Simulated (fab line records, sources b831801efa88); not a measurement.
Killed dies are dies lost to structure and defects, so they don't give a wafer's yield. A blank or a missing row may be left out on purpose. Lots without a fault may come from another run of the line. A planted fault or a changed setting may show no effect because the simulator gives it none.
Split-lot experiment | flow sfq_line | 5 lots, 23 wafers read, on a route of 325 steps

THE SPLIT
At SFQ_TRILAYER_A5C_DEP_PECVD_142 (deposits SiO2 from SiH4/N2O, time 15.556 s, target thk 70 nm), the setting time_s was moved away from the recipe's 15.556 s on 11 of the 23 wafers read, by -7.9% to +5.3%. The other wafers ran this setting at the recipe's value.

FROM THE SPLIT TO THE READING: what the file shows between them, 4 steps
- SFQ_TRILAYER_C5_LITHO_COAT_156: resist thk 62 nm (also split here: spin_rpm)
- SFQ_TRILAYER_C5_LITHO_COAT_151: resist thk 650 nm
- SFQ_TRILAYER_C5_LITHO_SOFTBAKE_155
- SFQ_TRILAYER_C5_BARC_OPEN_VIA_ETCH_210: etches BARC in O2, target depth 125 nm, time 40.6 s

THE READING
oes_product_au, in a.u., at SFQ_TRILAYER_C5_ETCH_VIA_ETCH_154 (etches SiO2 in CHF3, stops on Nb, target depth 84 nm). Fault-free wafers of this fab line usually give 0.896 a.u., standard deviation 0.0072 a.u..

wafer  | tool, chamber at the split | time_s as run, s | against the recipe | oes_product_au, a.u. | against lot-mates on the recipe
L074.2 | pecvd-01, 1                | 14.33            | -7.9%              | 0.849                | -0.050
L074.3 | pecvd-01, 2                | 14.33            | -7.9%              | 0.837                | -0.062
L074.4 | pecvd-01, 2                | 15.556           | recipe             | 0.896                | -
L074.5 | pecvd-01, 1                | 14.33            | -7.9%              | 0.856                | -0.043
L074.6 | pecvd-01, 0                | 15.556           | recipe             | 0.903                | -
L076.2 | pecvd-01, 2                | 16.15            | +3.8%              | 0.910                | +0.010
L076.3 | pecvd-01, 1                | 16.15            | +3.8%              | 0.904                | +0.004
L076.4 | pecvd-01, 0                | 15.556           | recipe             | 0.906                | -
L076.5 | pecvd-01, 2                | 15.556           | recipe             | 0.902                | -
L076.6 | pecvd-01, 1                | 15.556           | recipe             | 0.892                | -
L080.2 | pecvd-01, 0                | 15.556           | recipe             | 0.888                | -
L080.3 | pecvd-01, 1                | 15.556           | recipe             | 0.898                | -
L080.6 | pecvd-01, 1                | 15.556           | recipe             | 0.909                | -
L083.1 | pecvd-03, 1                | 15.556           | recipe             | 0.895                | -
L083.2 | pecvd-03, 2                | 16.38            | +5.3%              | 0.932                | +0.036
L083.4 | pecvd-03, 2                | 16.38            | +5.3%              | 0.930                | +0.034
L083.5 | pecvd-03, 1                | 16.38            | +5.3%              | 0.929                | +0.033
L083.6 | pecvd-03, 0                | 15.556           | recipe             | 0.897                | -
L084.1 | pecvd-04, 0                | 15.556           | recipe             | 0.892                | -
L084.3 | pecvd-04, 2                | 14.51            | -6.7%              | 0.859                | -0.036
L084.4 | pecvd-04, 0                | 14.51            | -6.7%              | 0.859                | -0.036
L084.5 | pecvd-04, 2                | 14.51            | -6.7%              | 0.865                | -0.030
L084.6 | pecvd-04, 1                | 15.556           | recipe             | 0.898                | -

THE FIT
A straight line over all 23 wafers: oes_product_au changes by +0.00574 a.u. for each +1% of time_s; r = +0.96; the points scatter about the line by 0.007 a.u..
The same after taking each lot's own level away (the mean of its wafers on the recipe; 23 wafers): +0.00573 a.u. for each +1%; r = +0.96; scatter 0.0078 a.u..
On that fit, the largest move of time_s shifts the reading by 0.045 a.u..
The lots' own levels span 0.8950 to 0.9000 a.u., that is 0.7 times the standard deviation above.
So the lot-to-lot level changes the slope little: the two slopes agree.
Check: with one of the wafers moved furthest among these (-7.9%) left out of the fit, the line predicts -0.0455 a.u. for it against its lot-mates. It came out at -0.0505 a.u. against them.

OTHER SPLITS ON THESE WAFERS
These wafers also went through other splits before the reading. Each is held against what the fit with the lots' levels taken away leaves over:
other split on the same wafers           | wafers away from the commonest value | r with oes_product_au (lot level and that fit taken away)
SFQ_TRILAYER_R5_LITHO_COAT_141 spin_rpm  | 8                                    | +0.06
SFQ_TRILAYER_R5_LITHO_PEB_139 peb_temp_c | 6                                    | +0.03
SFQ_TRILAYER_C5_LITHO_COAT_156 spin_rpm  | 4                                    | -0.24

THE WHOLE CHAIN: every reading that the file lists as answering this split, in the file's order
step                                | what it does                                                        | reading                                                                                    | change (the file's fit)                   | r (the file's)
SFQ_TRILAYER_A5C_DEP_PECVD_142      | deposits SiO2 from SiH4/N2O, time 15.556 s, target thk 70 nm        | SiO2_of_TRILAYER_A5C_DEP_PECVD_142.thk_nm (the simulator's own value, which no gauge read) | +0.695 nm for each +1% of the setting     | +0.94
SFQ_TRILAYER_C5_ETCH_VIA_ETCH_154   | etches SiO2 in CHF3, stops on Nb, target depth 84 nm                | oes_product_au                                                                             | +0.00563 a.u. for each +1% of the setting | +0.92
SFQ_TRILAYER_C5_ETCH_VIA_ETCH_154   | etches SiO2 in CHF3, stops on Nb, target depth 84 nm                | etch.depth_nm (the simulator's own value, which no gauge read)                             | +0.787 nm for each +1% of the setting     | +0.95
SFQ_TRILAYER_C5_ETCH_VIA_ETCH_154   | etches SiO2 in CHF3, stops on Nb, target depth 84 nm                | C5.feature_depth_nm (the simulator's own value, which no gauge read)                       | +0.695 nm for each +1% of the setting     | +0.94
SFQ_TRILAYER_M6_ETCH_METAL_ETCH_162 | etches Nb in Cl2/Ar, stops on SiO2, target depth 240 nm, time 120 s | SiO2_of_TRILAYER_A5C_DEP_PECVD_142.thk_nm (the simulator's own value, which no gauge read) | +0.696 nm for each +1% of the setting     | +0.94

THE FILE'S OWN FIT
oes_product_au changes by +0.00563 a.u. for each +1% of time_s, r = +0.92.
